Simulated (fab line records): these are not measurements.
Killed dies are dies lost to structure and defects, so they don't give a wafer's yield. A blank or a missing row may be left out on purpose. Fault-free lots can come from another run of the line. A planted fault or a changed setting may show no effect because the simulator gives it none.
fab line records ; flow gf180mcu
[record] lots = 5; wafers = 15; last-day = 33
route steps=602 shown VT_IMPLANT@115
lots with no fault: from the same line, run without faults
start-h: hours from the record's first day to the start of the lot's first wafer shown ; wait-h: hours since the lot's step before ; " repeats the value in the row above ; L1.1+2: several wafers, shown together as one row ; - no value present, or no start provided ; * or withheld: withheld ; < > ~ a bound
route shown NAME@n: a module of which the file shows steps, and the number in the route of the first ; usual: average and standard deviation across the fault-free wafers ; same: alike in all rows ; chamber/n: place in a boat ; sites: the reading at each site ; _std_site: their standard deviation ; _edge_site: outer sites' mean less inner sites' ; radius-mm: how far each site lies from the wafer's centre ; mask NAME#n: copy n ; behind: the tool/chamber that last shaped the wafer ; hold: what put the lot on hold/how long, in hours/how the hold closed ; device: which transistor (n, p or np) failed to switch ; end of line: tests run on the same wafers once the route is complete ; a step with no rows: only its recipe ; killed: count of dies lost to structure and defects at first sort (not the wafer's yield) ; map: shows each die of a wafer: x if killed, . if not, _ if none is there
set.NAME: the run value of the setting; set.NAME@STEP: its run value at that earlier step ; model.NAME: the simulator's own value behind a step, which no gauge read
lots seen at some steps along the route; tables by step, rows by wafer
services: from which hour (start-h, from the record's first day; less than 0 if before it) a tool's chamber was out of use, for how many hours, and why
[[steps]]
[step GF_VT_IMPLANT_SOFTBAKE_25]
[recipe] temp-c = 90; time-s = 60; resist = NOVOLAK
[step GF_VT_IMPLANT_EXPOSE_26]
[recipe] mask-id = LVPWELL_HV_AREA; target-cd-nm = 860; na = 0.6; source-shape = conventional; sigma-outer = 0.6; dose-mj = 140
[step GF_VT_IMPLANT_PEB_27]
[recipe] temp-c = withheld; time-s = *; resist = NOVOLAK
[step GF_VT_IMPLANT_DEVELOP_28]
[recipe] develop-time-s = 60; dev-temp-c = 23
[step GF_VT_IMPLANT_OVL_MEAS_29]
[usual] VT_IMPLANT_02_OVL = 0.2/1.4
lot.wafer;tool;chamber;start-h;wait-h;VT_IMPLANT_02_OVL[nm]
L645.1;overlay-02;-;143.61;0.1;-0.1
L645.3;overlay-02;-;143.61;0.1;0.9
L645.5;overlay-02;-;143.61;0.1;0.9
L655.2;overlay-02;-;221.66;0.1;-2.5
L655.4;overlay-02;-;221.66;0.1;-0.7
L655.6;overlay-02;-;221.66;0.1;-0.4
L662.2;overlay-01;-;263.45;0.1;0.8
L662.3;overlay-01;-;263.45;0.1;1.2
L662.5;overlay-01;-;263.45;0.1;-1.2
L663.1;overlay-02;-;264.49;0.1;-1.2
L663.2;overlay-02;-;264.49;0.1;0.0
L663.5;overlay-02;-;264.49;0.1;-1.3
L665.1;overlay-01;-;275.44;0.1;1.1
L665.3;overlay-01;-;275.44;0.1;-0.9
L665.4;overlay-01;-;275.44;0.1;-1.2
[step GF_VT_IMPLANT_IMPLANT_30]
[recipe] species = B; energy-kev = 25; dose-cm2 = 2.534e+12; tilt-deg = 7
[step GF_VT_IMPLANT_STRIP_31]
[recipe] chemistry = O2/N2; power-w = 1400; pressure-mtorr = 1500; platen-temp-c = 250; o2-flow-sccm = 3000; n2-flow-sccm = 300; overash-fraction = 0.5
[usual] drypump-motor-current-A = 6.0/0.41; heater-power-w = 358/37; oes-product-au = 0.716/0.0043; strip-time-to-endpoint-s = 12.72/0.037
lot.wafer;tool;chamber;start-h;wait-h;drypump-motor-current-A;heater-power-w;oes-product-au;rf-hours-counter-h;strip-time-to-endpoint-s
L645.1;plasma-asher-02;1;143.80;0.1;6.5;402;0.710;3;12.72
L645.3;plasma-asher-02;1;143.80;0.1;6.6;406;0.710;-;12.72
L645.5;plasma-asher-02;0;143.80;0.1;6.0;395;0.718;-;12.74
L655.2;plasma-asher-02;1;221.84;0.1;6.6;407;0.716;11;12.77
L655.4;plasma-asher-02;0;221.84;0.1;6.0;397;0.706;-;12.79
L655.6;plasma-asher-02;1;221.84;0.1;6.6;411;0.720;-;12.77
L662.2;plasma-asher-02;0;263.63;0.1;6.0;388;0.714;16;12.73
L662.3;plasma-asher-02;1;263.63;0.1;6.5;404;0.718;-;12.73
L662.5;plasma-asher-02;0;263.63;0.1;6.0;401;0.716;-;12.74
L663.1;plasma-asher-03;1;264.68;0.1;6.1;342;0.711;59;12.74
L663.2;plasma-asher-03;0;264.68;0.1;5.2;350;0.716;59;12.71
L663.5;plasma-asher-03;1;264.68;0.1;6.1;332;0.709;-;12.69
L665.1;plasma-asher-02;1;275.63;0.1;6.5;395;0.715;17;12.72
L665.3;plasma-asher-02;0;275.63;0.1;6.0;398;0.715;-;12.68
L665.4;plasma-asher-02;1;275.63;0.1;6.6;409;0.718;-;12.68
[step GF_VT_IMPLANT_TW_MEAS_32]
[usual] VT_IMPLANT_3_TW = 267.5/2.8
lot.wafer;tool;chamber;start-h;wait-h;VT_IMPLANT_3_TW
L645.1;film-metro-01;-;143.90;0.1;271.0
L645.3;film-metro-01;-;143.90;0.1;270.7
L645.5;film-metro-01;-;143.90;0.1;269.8
L655.2;film-metro-02;-;221.95;0.1;267.0
L655.4;film-metro-02;-;221.95;0.1;268.2
L655.6;film-metro-02;-;221.95;0.1;268.0
L662.2;film-metro-01;-;263.74;0.1;268.4
L662.3;film-metro-01;-;263.74;0.1;268.2
L662.5;film-metro-01;-;263.74;0.1;268.1
L663.1;film-metro-02;-;264.78;0.1;265.3
L663.2;film-metro-02;-;264.78;0.1;266.1
L663.5;film-metro-02;-;264.78;0.1;266.3
L665.1;film-metro-01;-;275.73;0.1;265.2
L665.3;film-metro-01;-;275.73;0.1;266.7
L665.4;film-metro-01;-;275.73;0.1;265.7
[step GF_VT_IMPLANT_DEHYDRATE_33]
[recipe] temp-c = 200; time-s = 60
[step GF_VT_IMPLANT_HMDS_34]
[recipe] prime-time-s = 60; prime-temp-c = 120
[step GF_VT_IMPLANT_COAT_35]
[recipe] resist = NOVOLAK; spin-rpm = 2947; resist-thk-nm = 1000
[step GF_VT_IMPLANT_SOFTBAKE_36]
[recipe] temp-c = 90; time-s = 60; resist = NOVOLAK
[step GF_VT_IMPLANT_EXPOSE_37]
[recipe] mask-id = Nwell_HV_AREA; target-cd-nm = 860; na = 0.6; source-shape = conventional; sigma-outer = 0.6; dose-mj = 140
[usual] exposure-dose-mJ-cm2 = 140.01/0.14; reticle-temp-C = 23.01/0.09
[same] sigma-outer = 0.6
lot.wafer;tool;chamber;start-h;wait-h;mask;exposure-dose-mJ-cm2;reticle-temp-C
L645.1;iline-stepper-02;0;151.74;-;Nwell_HV_AREA#0;140.22;23.05
L645.3;iline-stepper-02;0;151.74;-;Nwell_HV_AREA#0;140.14;22.90
L645.5;iline-stepper-02;0;151.74;-;Nwell_HV_AREA#0;140.17;22.98
L655.2;iline-stepper-01;0;231.35;-;LVPWELL_HV_AREA#0;140.05;22.93
L655.4;iline-stepper-01;0;231.35;-;LVPWELL_HV_AREA#0;140.09;22.84
L655.6;iline-stepper-01;0;231.35;-;LVPWELL_HV_AREA#0;140.17;22.94
L662.2;iline-stepper-01;0;273.98;-;Nwell_HV_AREA#0;140.28;22.94
L662.3;iline-stepper-01;0;273.98;-;Nwell_HV_AREA#0;140.31;23.04
L662.5;iline-stepper-01;0;273.98;-;Nwell_HV_AREA#0;140.19;23.07
L663.1;iline-stepper-01;0;274.91;-;Nwell_HV_AREA#0;140.02;23.18
L663.2;iline-stepper-01;0;274.91;-;Nwell_HV_AREA#0;139.91;23.05
L663.5;iline-stepper-01;0;274.91;-;Nwell_HV_AREA#0;139.92;22.97
L665.1;iline-stepper-01;0;285.31;-;Nwell_HV_AREA#0;140.05;23.03
L665.3;iline-stepper-01;0;285.31;-;Nwell_HV_AREA#0;139.71;23.15
L665.4;iline-stepper-01;0;285.31;-;Nwell_HV_AREA#0;140.09;22.89
[step GF_VT_IMPLANT_PEB_38]
[recipe] temp-c = withheld; time-s = *; resist = NOVOLAK
[step GF_VT_IMPLANT_DEVELOP_39]
[recipe] develop-time-s = 60; dev-temp-c = 23
[step GF_VT_IMPLANT_OVL_MEAS_40]
[usual] VT_IMPLANT_03_OVL = 0.7/1.3
lot.wafer;tool;chamber;start-h;wait-h;VT_IMPLANT_03_OVL[nm]
L645.1;overlay-02;-;159.29;0.1;2.0
L645.3;overlay-02;-;159.29;0.1;2.9
L645.5;overlay-02;-;159.29;0.1;3.1
L655.2;overlay-01;-;239.20;0.1;-
L655.4;overlay-01;-;239.20;0.1;-
L655.6;overlay-01;-;239.20;0.1;-
L662.2;overlay-02;-;283.65;0.1;0.6
L662.3;overlay-02;-;283.65;0.1;0.6
L662.5;overlay-02;-;283.65;0.1;-0.2
L663.1;overlay-02;-;284.24;0.1;-0.7
L663.2;overlay-02;-;284.24;0.1;0.7
L663.5;overlay-02;-;284.24;0.1;-0.8
L665.1;overlay-02;-;295.31;0.1;0.6
L665.3;overlay-02;-;295.31;0.1;-0.6
L665.4;overlay-02;-;295.31;0.1;0.0
[step GF_VT_IMPLANT_IMPLANT_41]
[recipe] species = As; energy-kev = 70; dose-cm2 = 1.013e+12; tilt-deg = 7
[step GF_VT_IMPLANT_STRIP_42]
[recipe] chemistry = O2/N2; power-w = 1400; pressure-mtorr = 1500; platen-temp-c = 250; o2-flow-sccm = 3000; n2-flow-sccm = 300; overash-fraction = 0.5
[usual] drypump-motor-current-A = 6.0/0.4; heater-power-w = 351/36; oes-product-au = 0.717/0.0049; strip-time-to-endpoint-s = 12.728/0.028
lot.wafer;tool;chamber;start-h;wait-h;drypump-motor-current-A;heater-power-w;oes-product-au;rf-hours-counter-h;strip-time-to-endpoint-s
L645.1;plasma-asher-02;0;159.48;0.1;6.0;390;0.709;5;12.662
L645.3;plasma-asher-02;1;159.48;0.1;6.6;415;0.722;-;12.661
L645.5;plasma-asher-02;0;159.48;0.1;6.0;396;0.725;-;12.662
L655.2;plasma-asher-04;1;239.38;0.1;6.3;328;0.720;62;12.754
L655.4;plasma-asher-04;1;239.38;0.1;6.2;329;0.709;-;12.799
L655.6;plasma-asher-04;1;239.38;0.1;6.2;327;0.716;-;12.783
L662.2;plasma-asher-04;1;283.83;0.1;6.2;336;0.712;66;12.749
L662.3;plasma-asher-04;1;283.83;0.1;6.2;335;0.719;-;12.722
L662.5;plasma-asher-04;1;283.83;0.1;6.3;332;0.710;-;12.758
L663.1;plasma-asher-04;0;284.43;0.1;6.1;310;0.715;66;12.741
L663.2;plasma-asher-04;1;284.43;0.1;6.2;331;0.721;66;12.696
L663.5;plasma-asher-04;0;284.43;0.1;6.1;304;0.720;-;12.693
L665.1;plasma-asher-04;1;295.49;0.1;6.3;327;0.721;67;12.687
L665.3;plasma-asher-04;1;295.49;0.1;6.2;320;0.718;-;12.695
L665.4;plasma-asher-04;0;295.49;0.1;6.1;315;0.715;-;12.730
[step GF_VT_IMPLANT_TW_MEAS_43]
[usual] VT_IMPLANT_4_TW = 685/7.3
lot.wafer;tool;chamber;start-h;wait-h;VT_IMPLANT_4_TW
L645.1;film-metro-01;-;159.58;0.1;694
L645.3;film-metro-01;-;159.58;0.1;695
L645.5;film-metro-01;-;159.58;0.1;693
L655.2;film-metro-02;-;239.49;0.1;30
L655.4;film-metro-02;-;239.49;0.1;30
L655.6;film-metro-02;-;239.49;0.1;30
L662.2;film-metro-04;-;283.94;0.1;682
L662.3;film-metro-04;-;283.94;0.1;678
L662.5;film-metro-04;-;283.94;0.1;679
L663.1;film-metro-02;-;284.58;0.1;684
L663.2;film-metro-02;-;284.58;0.1;684
L663.5;film-metro-02;-;284.58;0.1;688
L665.1;film-metro-01;-;295.59;0.1;684
L665.3;film-metro-01;-;295.59;0.1;679
L665.4;film-metro-01;-;295.59;0.1;683
[step GF_VT_IMPLANT_CLEAN_44]
[recipe] chemistry = SC1/SC2; mix = 1:4:20; temp-c = 70; time-s = 150; dry = n2-spin
[[services]]
tool;chamber;start-h;hours;kind
iline-stepper-02;-;130.08;4.4;pm
plasma-asher-03;-;133.18;3.0;repair
iline-stepper-02;-;143.00;2.1;pm
iline-stepper-02;-;145.08;-;consumable-replace:lamp
plasma-asher-02;-;169.18;1.9;repair
iline-stepper-01;-;174.87;1.7;pm
iline-stepper-02;-;201.94;10.5;repair
iline-stepper-01;-;203.73;2.3;repair
plasma-asher-04;-;229.64;2.8;pm
iline-stepper-02;-;266.53;3.4;repair
plasma-asher-02;-;279.03;0.8;repair
iline-stepper-02;-;290.51;26.9;repair
[[key]]
[first-sign] step = GF_VT_IMPLANT_EXPOSE_37; reading = mask; direction = changed
[effect] step = GF_VT_IMPLANT_OVL_MEAS_40; reading = VT_IMPLANT_03_OVL; direction = missing
[effect] step = GF_VT_IMPLANT_TW_MEAS_43; reading = VT_IMPLANT_4_TW; direction = down; sigmas = 90; usual = 685; struck = 30
met-at GF_VT_IMPLANT_EXPOSE_37
struck-wafers L655.2,L655.4,L655.6
rows-end L655.2,L655.4,L655.6
[fault] kind = wrong-mask; tool = any; chamber = -; onset-h = 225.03; steps = GF_VT_IMPLANT_EXPOSE_37; aux-copy = LVPWELL_HV_AREA#0; scope = struck-lots-only
// rows-end: these wafers met a further fault down the route, and their rows from its step on are left out
